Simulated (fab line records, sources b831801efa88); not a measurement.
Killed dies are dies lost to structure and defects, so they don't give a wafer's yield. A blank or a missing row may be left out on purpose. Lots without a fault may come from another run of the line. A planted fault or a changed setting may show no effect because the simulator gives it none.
One fault seen from 2 desks | flow sky130 | each desk has only its own numbers; what lay behind them comes last

THE TOOL OWNER'S DESK: furnace-02
The tool's own readings at SKY_POLY_GATE_OXIDATION_20 (stabilise 600 s, purge 300 s, target thk 4 nm): means of the sampled wafers that have a number, for each lot that ran on this tool. A lot is out of limits, marked OUT, if its mean lies more than 4 standard deviations from the usual mean; the brackets give that distance.
Columns: A = spike_tc_centre_C at SKY_POLY_GATE_OXIDATION_20, usual 849.6 C; B = spike_tc_lower_C at SKY_POLY_GATE_OXIDATION_20, usual 850.3 C; C = spike_tc_top_C at SKY_POLY_GATE_OXIDATION_20, usual 866.0 C; D = spike_tc_upper_C at SKY_POLY_GATE_OXIDATION_20, usual 849.3 C; E = zone_power_centre_pct at SKY_POLY_GATE_OXIDATION_20, usual 17.8 %; F = zone_power_lower_pct at SKY_POLY_GATE_OXIDATION_20, usual 17.3 %; G = zone_power_upper_pct at SKY_POLY_GATE_OXIDATION_20, usual 15.11 %
lot  | first seen here | A               | B                | C     | D                | E              | F             | G
L171 | day 19 17:01    | 850.6           | 850.8            | 864.5 | 850.1            | 19.1           | 16.6          | 15.31
L172 | day 19 17:01    | 849.1           | 850.2            | 863.3 | 849.8            | 18.9           | 16.4          | 15.44
L173 | day 19 22:22    | 848.7           | 850.5            | 864.0 | 849.1            | 18.8           | 16.5          | 15.38
L176 | day 20 07:55    | 899.5 (+45) OUT | 844.4 (-5.9) OUT | 863.0 | 843.5 (-4.8) OUT | 38.0 (+20) OUT | 7.6 (-12) OUT | 7.08 (-36) OUT
L175 | day 20 09:10    | 900.1 (+46) OUT | 843.7 (-6.6) OUT | 864.0 | 843.7 (-4.7) OUT | 38.0 (+20) OUT | 7.6 (-12) OUT | 7.10 (-36) OUT
L186 | day 23 19:59    | 850.3           | 850.6            | 862.8 | 849.3            | 19.0           | 16.4          | 15.49
L189 | day 24 19:01    | 848.4           | 849.9            | 863.0 | 850.3            | 18.8           | 16.3          | 15.33
This desk's finding: out of limits on L175, L176; first on L176, day 20 07:55 (spike_tc_centre_C at SKY_POLY_GATE_OXIDATION_20). In limits: L171, L172, L173, L186, L189.

THE METROLOGY DESK
What the gauges read, lot by lot, whatever tool the lot ran on: means of the sampled wafers that have a number. A lot is out of limits, marked OUT, if its mean lies more than 4 standard deviations from the usual mean; the brackets give that distance.
Columns: A = POLY_GATE_OXIDATION_THK at SKY_POLY_GATE_THK_MEAS_21, usual 3.98 nm; B = METAL1_ALCU_RS at SKY_METAL1_RS_MEAS_05, usual 0.1263 ohm/sq; C = cd_nm at SKY_VIA1_CD_MEAS_12, usual 150.1 nm; D = VIA1_W_THK at SKY_VIA1_THK_MEAS_23, usual 268 nm
lot  | first seen here | A               | B      | C     | D
L169 | day 17 16:13    | 3.82            | 0.1250 | 151.1 | 272
L171 | day 19 18:16    | 4.11            | 0.1272 | 150.1 | 271
L172 | day 19 18:16    | 4.00            | 0.1251 | 149.8 | 270
L173 | day 19 23:37    | 4.08            | 0.1265 | 152.0 | 268
L174 | day 20 00:00    | 4.02            | 0.1268 | 149.5 | 268
L176 | day 20 09:10    | 4.42 (+5.5) OUT | 0.1291 | 151.0 | 268
L175 | day 20 10:25    | 5.25 (+16) OUT  | 0.1252 | 146.8 | 266
L177 | day 20 15:10    | 3.98            | 0.1262 | 151.5 | 270
L186 | day 23 21:16    | 3.99            | 0.1257 | 147.5 | 263
L187 | day 24 08:07    | 3.99            | 0.1259 | 150.1 | 271
L188 | day 24 16:10    | 3.91            | 0.1263 | 149.3 | 271
L189 | day 24 20:16    | 4.02            | 0.1282 | 149.2 | 272
This desk's finding: out of limits on L175, L176; first on L176, day 20 09:10 (POLY_GATE_OXIDATION_THK at SKY_POLY_GATE_THK_MEAS_21). In limits: L169, L171, L172, L173, L174, L177, L186, L187, L188, L189.

PUT TOGETHER
The tool owner's desk could have raised an alarm at day 20 07:55, on L175, L176.
The metrology desk could have raised an alarm at day 20 09:10, on L175, L176.
Of the lots named, all ran SKY_POLY_GATE_OXIDATION_20 on furnace-02.

WHAT THE SIMULATOR HAD PUT IN
Process parameter drift: furnace-02, from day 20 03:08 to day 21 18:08, at SKY_POLY_GATE_OXIDATION_20. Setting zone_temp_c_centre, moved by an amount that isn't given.
Lots struck among those shown: L175, L176.
Hours from the fault's start to each desk's first reading out of limits: the tool owner's desk, 5; the metrology desk, 6.
